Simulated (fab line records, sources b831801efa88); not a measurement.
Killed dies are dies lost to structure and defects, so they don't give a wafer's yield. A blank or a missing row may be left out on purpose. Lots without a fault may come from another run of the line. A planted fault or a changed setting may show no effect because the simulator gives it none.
fab line records | flow sky130
record lots=12 wafers=36 last_day=51
route steps=708 shown VIA3@587 VIA4@651 PASSIVATION@681 PAD_OPEN@701
lots that met no fault: from a run of the same line without faults
start_h: hours from the record's first day to the start of the lot's first wafer shown | wait_h: hours since the lot's step before | " the same as in the row above | L1.1+2: a row that stands for several wafers | - no value, or no start given | * or withheld: withheld | < > ~ a bound
route shown NAME@n: a module of which the file shows steps, and the number in the route of the first | usual: mean/standard deviation of fault-free wafers | same: alike in all rows | chamber/n: place in a boat | sites: the reading at each site | _std_site: their standard deviation | _edge_site: outer sites' mean less inner sites' | radius_mm: how far each site lies from the wafer's centre | mask NAME#n: copy n | behind: the tool/chamber that last shaped the wafer | hold: why the lot was held/for how many hours/how that ended | device: the transistor (n, p or np) that didn't switch | end of line: the same wafers' tests at the end of the route | a step without rows: its recipe alone | killed: dies lost to structure and defects at the first sort, not the wafer's yield | map: a wafer's dies, x killed, . not, _ none there
set.NAME: the setting as run; set.NAME@STEP: as run at that earlier step | model.NAME: the simulator's own value behind a step, which no gauge read
steps of the route over a sample of lots; a table a step, a row a wafer
services: from which hour (start_h, from the record's first day; less than 0 if before it) a tool's chamber was out of use, for how many hours, and why
## steps
# step SKY_VIA3_ETCH_14
# recipe chemistry=N2/H2 target=BARC ion_energy_ev=200 source_w=500 bias_w=100 pressure_mtorr=30 n2_flow_sccm=100 h2_flow_sccm=200 stop_on=SiO2 time_s=45.9 target_depth_a=600
# usual drypump_motor_current_A=5.7/0.56 oes_product_au=0.854/0.0046 throttle_valve_pct=13.225/0.0087
# columns lot.wafer tool chamber start_h wait_h drypump_motor_current_A oes_product_au rf_hours_counter_h throttle_valve_pct
L941.1 rie_diel-01 2 979.31 0.0 5.9 0.856 6 13.224
L941.2 " 1 " " 4.9 0.856 6 13.222
L941.4 " 3 " " 5.6 0.853 - 13.234
L942.1 rie_diel-03 2 1003.39 0.0 5.9 0.851 25 13.217
L942.2 " 0 " " 4.8 0.858 11 13.241
L942.5 " 0 " " 4.7 0.842 - 13.218
L943.4 rie_diel-04 1 1005.81 0.0 5.4 0.858 17 13.219
L943.5 " 3 " " 5.5 0.851 - 13.230
L943.6 " 0 " " 5.7 0.861 - 13.224
L944.2 rie_diel-03 2 1008.98 0.0 5.9 0.850 25 13.237
L944.3 " 1 " " 6.6 0.854 9 13.233
L944.6 " 3 " " 6.3 0.856 - 13.213
L947.1 rie_diel-03 3 1031.71 0.0 6.3 0.849 28 13.227
L947.3 " 1 " " 6.6 0.854 9 13.220
L947.6 " 1 " " 6.6 0.858 - 13.220
L948.2 rie_diel-04 0 1034.76 0.0 5.7 0.857 5 13.212
L948.4 " 1 " " 5.4 0.854 18 13.211
L948.6 " 2 " " 5.9 0.859 - 13.223
L951.2 rie_diel-04 0 1059.71 0.0 5.7 0.864 6 13.234
L951.3 " 1 " " 5.4 0.850 19 13.208
L951.6 " 2 " " 5.9 0.858 - 13.243
L953.3 rie_diel-03 0 1063.16 0.0 4.8 0.861 13 13.236
L953.4 " 2 " " 5.9 0.849 27 13.224
L953.6 " 1 " " 6.6 0.856 - 13.217
L952.3 rie_diel-03 0 1064.66 0.0 4.8 0.862 13 13.221
L952.4 " 2 " " 5.9 0.859 27 13.234
L952.6 " 1 " " 6.6 0.857 - 13.223
L954.1 rie_diel-03 3 1068.01 0.0 6.3 0.858 30 13.218
L954.5 " 1 " " 6.6 0.848 - 13.225
L954.6 " 0 " " 4.8 0.856 - 13.230
L957.1 rie_diel-03 2 1085.54 0.0 5.9 0.856 27 13.224
L957.3 " 3 " " 6.3 0.851 30 13.239
L957.4 " 0 " " 4.8 0.847 14 13.230
L960.1 rie_diel-03 3 1105.11 0.0 6.3 0.853 31 13.223
L960.2 " 1 " " 6.6 0.847 12 13.227
L960.4 " 0 " " 4.7 0.855 15 13.222
# step SKY_VIA4_ETCH_12
# recipe target=SiO2 chemistry=C4F8/O2/Ar stop_on=TiN mask_material=NOVOLAK source_w=1500 bias_w=1200 pressure_mtorr=40 c4f8_flow_sccm=withheld O2_flow_sccm=6 Ar_flow_sccm=300 time_s=withheld target_depth_a=5800
# usual oes_product_au=0.926/0.0045
# columns lot.wafer tool chamber start_h wait_h oes_product_au
L941.1 rie_diel-02 1 1055.34 0.0 0.924
L941.2 " 3 " " 0.924
L941.4 " 2 " " 0.926
L942.1 rie_diel-04 0 1076.39 0.0 0.928
L942.2 " 3 " " 0.935
L942.5 " 1 " " 0.926
L943.4 rie_diel-04 1 1080.32 0.0 0.924
L943.5 " 2 " " 0.920
L943.6 " 1 " " 0.927
L944.2 rie_diel-02 0 1083.19 0.0 0.925
L944.3 " 3 " " 0.927
L944.6 " 1 " " 0.921
L947.1 rie_diel-02 0 1102.99 0.0 0.925
L947.3 " 2 " " 0.925
L947.6 " 0 " " 0.928
L948.2 rie_diel-02 0 1107.17 0.0 0.934
L948.4 " 1 " " 0.921
L948.6 " 3 " " 0.922
L951.2 rie_diel-02 1 1129.12 0.0 0.925
L951.3 " 3 " " 0.924
L951.6 " 2 " " 0.931
L953.3 rie_diel-02 2 1132.19 0.0 0.924
L953.4 " 3 " " 0.933
L953.6 " 0 " " 0.927
L952.3 rie_diel-03 1 1133.14 0.0 0.926
L952.4 " 3 " " 0.923
L952.6 " 0 " " 0.928
L954.1 rie_diel-04 3 1135.49 0.0 0.927
L954.5 " 1 " " 0.930
L954.6 " 0 " " 0.922
L957.1 rie_diel-04 2 1152.69 0.0 0.928
L957.3 " 3 " " 0.926
L957.4 " 1 " " 0.928
L960.1 rie_diel-03 2 1170.59 0.0 0.927
L960.2 " 1 " " 0.931
L960.4 " 2 " " 0.920
# step SKY_PASSIVATION_CVD_00
# recipe material=SiO2 target_thk_nm=90 temp_c=400 time_s=withheld rf_w=600
# usual heater_power_w=671/87
# columns lot.wafer tool chamber start_h wait_h heater_power_w
L941.1 pecvd-03 0 1080.16 0.0 738
L941.2 " 1 " " 692
L941.4 " 0 " " 742
L942.1 pecvd-03 2 1101.05 0.0 692
L942.2 " 1 " " 689
L942.5 " 2 " " 689
L943.4 pecvd-04 2 1104.52 0.0 713
L943.5 " 1 " " 694
L943.6 " 0 " " 536
L944.2 pecvd-01 1 1107.01 0.0 803
L944.3 " 0 " " 620
L944.6 " 0 " " 642
L947.1 pecvd-03 2 1126.11 0.0 578
L947.3 " 0 " " 790
L947.6 " 1 " " 593
L948.2 pecvd-01 1 1130.32 0.0 686
L948.4 " 1 " " 673
L948.6 " 2 " " 590
L951.2 pecvd-04 2 1152.01 0.0 830
L951.3 " 2 " " 857
L951.6 " 2 " " 644
L953.3 pecvd-04 2 1155.02 0.0 759
L953.4 " 1 " " 648
L953.6 " 2 " " 781
L952.3 pecvd-01 0 1155.91 0.0 613
L952.4 " 1 " " 803
L952.6 " 0 " " 610
L954.1 pecvd-04 1 1158.70 0.0 671
L954.5 " 1 " " 685
L954.6 " 0 " " 503
L957.1 pecvd-01 0 1174.82 0.0 667
L957.3 " 1 " " 700
L957.4 " 0 " " 670
L960.1 pecvd-01 2 1191.47 0.0 565
L960.2 " 1 " " 704
L960.4 " 2 " " 560
# step SKY_PAD_OPEN_ETCH_07
# recipe chemistry=CF4/O2 target_depth_nm=725 stop_on=AlCu source_w=800 bias_w=150 pressure_mtorr=150 cf4_flow_sccm=80 O2_flow_sccm=10 time_s=161.1
# usual cf4_flow_sccm=80.01/0.26 drypump_motor_current_A=5.7/0.56 oes_product_au=0.979/0.0078 throttle_valve_pct=5.964/0.0093
# columns lot.wafer tool chamber start_h wait_h cf4_flow_sccm drypump_motor_current_A oes_product_au rf_hours_counter_h throttle_valve_pct
L941.1 rie_diel-03 1 1123.55 - 79.70 6.6 0.980 12 5.957
L941.2 " 3 " " 79.85 6.3 0.966 31 5.972
L941.4 " 2 " " 80.12 5.9 0.980 29 5.971
L942.1 rie_diel-03 0 1143.00 - 80.16 4.8 0.973 16 5.959
L942.2 " 1 " " 80.27 6.6 0.989 13 5.947
L942.5 " 3 " " 80.04 6.3 0.989 - 5.953
L943.4 rie_diel-03 0 1146.49 - 79.71 4.8 0.977 - 5.977
L943.5 " 3 " " 80.18 6.3 0.982 - 5.970
L943.6 " 1 " " 80.45 6.6 0.980 - 5.977
L944.2 rie_diel-04 2 1149.51 - 80.02 5.9 0.979 11 5.972
L944.3 " 3 " " 80.33 5.5 0.976 24 5.960
L944.6 " 2 " " 79.78 5.9 0.993 - 5.976
L947.1 rie_diel-04 2 1167.16 - 80.43 5.9 0.974 12 5.951
L947.3 " 3 " " 79.67 5.5 0.975 25 5.951
L947.6 " 0 " " 79.54 5.7 0.982 - 5.960
L948.2 rie_diel-03 0 1171.55 - 80.27 4.7 0.971 18 5.966
L948.4 " 0 " " 80.08 4.7 0.996 - 5.974
L948.6 " 1 " " 79.96 6.6 0.984 - 5.963
L951.2 rie_diel-04 2 1190.46 - 79.78 5.9 0.982 13 5.979
L951.3 " 1 " " 79.83 5.3 0.972 24 5.951
L951.6 " 1 " " 79.99 5.3 0.973 - 5.969
L953.3 rie_diel-03 2 1192.44 - 80.38 5.8 0.985 - 5.965
L953.4 " 0 " " 80.33 4.7 0.986 - 5.978
L953.6 " 0 " " 80.38 4.8 0.981 - 5.973
L952.3 rie_diel-04 1 1193.40 - 80.12 5.4 0.960 24 5.975
L952.4 " 0 " " 79.77 5.7 0.986 11 5.966
L952.6 " 3 " " 80.05 5.5 0.984 - 5.969
L954.1 rie_diel-03 1 1195.51 - 80.06 6.6 0.978 16 5.957
L954.5 " 2 " " 80.28 5.8 0.988 - 5.986
L954.6 " 0 " " 79.74 4.8 0.986 - 5.960
L957.1 rie_diel-01 0 1206.34 - 80.49 5.8 0.994 25 5.964
L957.3 " 2 " " 79.81 5.9 0.981 15 5.955
L957.4 " 3 " " 80.13 5.6 0.993 24 5.958
L960.1 rie_diel-04 3 1220.69 - 80.21 5.5 0.966 27 5.964
L960.2 " 1 " " 80.27 5.3 0.976 25 5.964
L960.4 " 2 " " 79.71 5.9 0.968 14 5.963
# step SKY_PAD_OPEN_PROBE_99
# usual defect_limited_yield=82.5/1.9 killed_at_M0_to_M3=43/6.4 killed_at_M4_up=3.3/1.9 killed_at_contacts=24/5.7 killed_at_front_end=15/4.7 killed_at_other=0.3/0.48 killed_dies=86/9.2 killed_open=47/7 killed_short=39/6.5 sort_bin_3_pad_short=0.8/0.38 sort_bin_5_function=10.3/1.4 sort_bin_6_memory=6.3/1.1 sort_n_pass=406/9.2 sort_yield_pct=82.5/1.9
# same gross_dies=492 killed_at_back_side=0 sort_bin_4_leakage[%]=0 sort_bin_8_speed[%]=0
# columns lot.wafer tool chamber start_h wait_h defect_limited_yield[%] killed_at_M0_to_M3 killed_at_M4_up killed_at_contacts killed_at_front_end killed_at_other killed_dies killed_open killed_short sort_bin_3_pad_short[%] sort_bin_5_function[%] sort_bin_6_memory[%] sort_n_pass sort_yield_pct[%]
L941.1 prober-02 - 1125.92 0.1 82.5 40 2 32 11 1 86 47 39 0.8 8.3 8.3 406 82.5
L941.2 prober-02 - 1125.97 0.1 78.9 49 1 38 16 0 104 62 42 1.4 12.2 7.5 388 78.9
L941.4 prober-02 - 1126.07 0.2 84.8 41 6 17 11 0 75 42 33 0.6 8.1 6.5 417 84.8
L944.2 prober-01 - 1151.88 0.1 83.5 46 3 17 14 1 81 35 46 1.0 10.0 5.5 411 83.5
L944.3 prober-01 - 1151.93 0.2 82.7 41 5 21 18 0 85 35 50 0.8 10.2 6.3 407 82.7
L944.6 prober-01 - 1152.08 0.2 82.9 40 4 20 20 0 84 47 37 0.6 10.6 5.9 408 82.9
L953.3 prober-01 - 1195.26 0.2 85.6 39 0 26 6 0 71 41 30 0.6 10.0 3.9 421 85.6
L953.4 prober-01 - 1195.31 0.2 85.8 39 5 19 6 1 70 37 33 1.2 8.9 4.1 422 85.8
L953.6 prober-01 - 1195.41 0.2 78.9 46 1 39 17 1 104 54 50 0.8 11.8 8.5 388 78.9
L954.1 prober-01 - 1197.95 0.1 85.0 35 5 23 11 0 74 48 25 0.4 8.7 5.9 418 85.0
L954.5 prober-01 - 1198.15 0.2 85.2 40 6 15 12 0 73 43 30 0.6 10.0 4.3 419 85.2
L954.6 prober-01 - 1198.20 0.2 74.6 91 4 17 13 0 125 29 44 3.0 15.9 6.5 367 74.6
L957.1 prober-02 - 1208.66 0.1 82.7 48 5 19 13 0 85 42 43 0.8 9.8 6.7 407 82.7
L957.3 prober-02 - 1208.76 0.2 79.5 55 4 31 11 0 101 63 38 0.6 14.0 5.9 391 79.5
L957.4 prober-02 - 1208.81 0.2 70.9 102 3 26 12 0 143 51 44 2.6 18.1 8.3 349 70.9
L960.1 prober-01 - 1223.05 0.1 84.8 31 5 18 21 0 75 36 39 1.2 8.1 5.9 417 84.8
L960.2 prober-01 - 1223.10 0.1 81.7 45 6 22 17 0 90 42 48 1.0 11.4 5.9 402 81.7
L960.4 prober-01 - 1223.20 0.2 74.0 88 4 23 13 0 128 40 36 3.3 16.7 6.1 364 74.0
# killed by level:class
L941.1 CONTACT:geometric_particle:open=13 METAL1:geometric_particle:short=10 VIA1:geometric_particle:open=8 CONTACT:geometric_particle:short=7 LI_CONTACT:geometric_particle:open=5 METAL2:geometric_particle:short=5 VIA1:geometric_particle:short=4 FIELD_ISO:geometric_particle:open=3
L941.2 VIA1:geometric_particle:open=18 CONTACT:geometric_particle:open=13 METAL1:geometric_particle:short=9 LI_CONTACT:geometric_particle:open=8 CONTACT:geometric_particle:short=6 POLY_GATE:geometric_particle:short=5 LOCAL_INTERCONNECT:geometric_particle:short=5 VIA3:geometric_particle:open=5
L941.4 VIA1:geometric_particle:open=11 CONTACT:geometric_particle:open=9 METAL2:geometric_particle:short=6 METAL1:geometric_particle:short=6 VIA2:geometric_particle:open=5 LI_CONTACT:geometric_particle:open=4 METAL4:geometric_particle:short=4 FIELD_ISO:geometric_particle:short=3
L944.2 METAL1:geometric_particle:short=10 VIA1:geometric_particle:open=10 CONTACT:geometric_particle:open=6 VIA3:geometric_particle:open=6 METAL2:geometric_particle:short=4 METAL2:geometric_particle:open=4 FIELD_ISO:geometric_particle:short=3 METAL4:geometric_particle:short=3
L944.3 VIA1:geometric_particle:open=9 LI_CONTACT:geometric_particle:open=7 VIA1:geometric_particle:short=7 FIELD_ISO:geometric_particle:short=6 CONTACT:geometric_particle:open=6 FIELD_ISO:geometric_particle:open=5 METAL4:geometric_particle:short=5 METAL2:geometric_particle:short=5
L944.6 FIELD_ISO:geometric_particle:open=7 VIA1:geometric_particle:open=7 VIA2:geometric_particle:open=7 VIA2:geometric_particle:short=6 LOCAL_INTERCONNECT:geometric_particle:short=5 CONTACT:geometric_particle:open=5 VIA1:geometric_particle:short=5 FIELD_ISO:geometric_particle:short=4
L953.3 CONTACT:geometric_particle:open=11 VIA3:geometric_particle:open=7 VIA1:geometric_particle:open=7 METAL2:geometric_particle:short=6 LI_CONTACT:geometric_particle:open=5 VIA2:geometric_particle:open=5 LOCAL_INTERCONNECT:geometric_particle:short=4 VIA1:geometric_particle:short=4
L953.4 CONTACT:geometric_particle:open=8 VIA2:geometric_particle:open=7 VIA1:geometric_particle:open=6 LI_CONTACT:geometric_particle:open=5 VIA1:geometric_particle:short=5 METAL2:geometric_particle:short=5 LOCAL_INTERCONNECT:geometric_particle:short=4 VIA3:geometric_particle:open=4
L953.6 CONTACT:geometric_particle:open=17 LOCAL_INTERCONNECT:geometric_particle:short=10 VIA1:geometric_particle:open=10 METAL1:geometric_particle:short=8 FIELD_ISO:geometric_particle:short=7 LI_CONTACT:geometric_particle:open=7 VIA3:geometric_particle:open=5 VIA2:geometric_particle:short=5
L954.1 VIA1:geometric_particle:open=14 CONTACT:geometric_particle:open=11 FIELD_ISO:geometric_particle:open=5 LI_CONTACT:geometric_particle:open=5 VIA2:geometric_particle:open=5 LOCAL_INTERCONNECT:geometric_particle:short=4 VIA3:geometric_particle:open=4 METAL4:geometric_particle:short=4
L954.5 VIA1:geometric_particle:open=10 VIA3:geometric_particle:open=8 CONTACT:geometric_particle:open=6 METAL2:geometric_particle:short=5 METAL3:geometric_particle:short=5 METAL4:geometric_particle:short=5 POLY_GATE:geometric_particle:open=4 LI_CONTACT:geometric_particle:open=4
L954.6 VIA3:unspecified=52 VIA1:geometric_particle:open=9 METAL1:geometric_particle:short=7 FIELD_ISO:geometric_particle:short=6 LOCAL_INTERCONNECT:geometric_particle:short=6 METAL2:geometric_particle:short=6 VIA2:geometric_particle:open=6 VIA3:geometric_particle:open=5
L957.1 VIA1:geometric_particle:open=12 VIA1:geometric_particle:short=11 LI_CONTACT:geometric_particle:open=8 METAL1:geometric_particle:short=6 VIA3:geometric_particle:open=6 FIELD_ISO:geometric_particle:short=5 CONTACT:geometric_particle:open=4 VIA2:geometric_particle:open=4
L957.3 VIA1:geometric_particle:open=20 CONTACT:geometric_particle:open=13 LI_CONTACT:geometric_particle:open=9 VIA2:geometric_particle:open=6 VIA2:geometric_particle:short=5 LOCAL_INTERCONNECT:geometric_particle:short=5 METAL1:geometric_particle:short=5 VIA3:geometric_particle:open=5
L957.4 VIA3:unspecified=48 CONTACT:geometric_particle:open=12 VIA1:geometric_particle:open=12 VIA1:geometric_particle:short=9 VIA2:geometric_particle:open=9 LI_CONTACT:geometric_particle:short=6 VIA3:geometric_particle:open=6 METAL1:geometric_particle:short=5
L960.1 FIELD_ISO:geometric_particle:short=7 LOCAL_INTERCONNECT:geometric_particle:short=7 VIA2:geometric_particle:open=7 CONTACT:geometric_particle:open=6 VIA1:geometric_particle:open=5 FIELD_ISO:geometric_particle:open=4 POLY_GATE:geometric_particle:short=4 METAL1:geometric_particle:short=4
L960.2 VIA2:geometric_particle:open=8 LI_CONTACT:geometric_particle:open=7 CONTACT:geometric_particle:open=7 VIA1:geometric_particle:open=7 VIA1:geometric_particle:short=7 METAL4:geometric_particle:short=6 FIELD_ISO:geometric_particle:short=5 VIA3:geometric_particle:short=5
L960.4 VIA3:unspecified=52 VIA1:geometric_particle:open=10 CONTACT:geometric_particle:open=8 VIA1:geometric_particle:short=6 POLY_GATE:geometric_particle:short=5 LOCAL_INTERCONNECT:geometric_particle:short=5 VIA3:geometric_particle:open=5 FIELD_ISO:geometric_particle:open=4
## services
# columns tool chamber start_h hours kind
rie_diel-03 2 961.05 5.2 repair
rie_diel-04 3 964.39 1.2 repair
rie_diel-01 0 971.24 10.1 repair
rie_diel-02 0 996.46 7.6 repair
pecvd-04 1 1003.67 13.9 repair
rie_diel-04 - 1030.92 0.2 repair
rie_diel-02 3 1037.15 3.4 repair
rie_diel-01 2 1044.20 4.7 repair
pecvd-03 1 1081.12 5.6 repair
pecvd-01 2 1095.94 20.7 repair
rie_diel-04 - 1101.46 14.6 pm
pecvd-04 - 1126.42 14.6 pm
rie_diel-03 2 1144.53 - clean
rie_diel-03 2 1144.53 - consumable_replace:focus_ring
rie_diel-03 2 1144.53 22.0 scheduled_down
rie_diel-03 2 1144.53 22.0 vent_cycle
pecvd-04 0 1151.76 4.7 repair
rie_diel-01 0 1162.65 1.3 repair
rie_diel-03 3 1166.65 - clean
rie_diel-03 3 1166.65 - consumable_replace:focus_ring
rie_diel-03 3 1166.65 32.0 scheduled_down
rie_diel-04 3 1186.68 5.5 repair
rie_diel-03 1 1189.67 2.9 repair
rie_diel-03 - 1215.96 0.5 repair
## key
first_sign step=SKY_PAD_OPEN_PROBE_99 reading=killed_at_M0_to_M3 direction=up sigmas=8 usual=43 struck=94
effect step=SKY_PAD_OPEN_PROBE_99 reading=sort_bin_3_pad_short direction=up sigmas=5.6 usual=0.8 struck=3.0
met_at SKY_VIA3_ETCH_14
struck_lots L954,L957,L960
struck_wafers L954.6,L957.4,L960.4
not_acting_at SKY_VIA4_ETCH_12,SKY_PASSIVATION_CVD_00,SKY_PAD_OPEN_ETCH_07
onset_between 1064.66 1068.01
fault kind=chamber_particle_source tool=rie_diel-03 chamber=0 onset_h=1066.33 steps=SKY_VIA3_ETCH_14 rate_per_visit_cm2=0.79691 end_h=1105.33
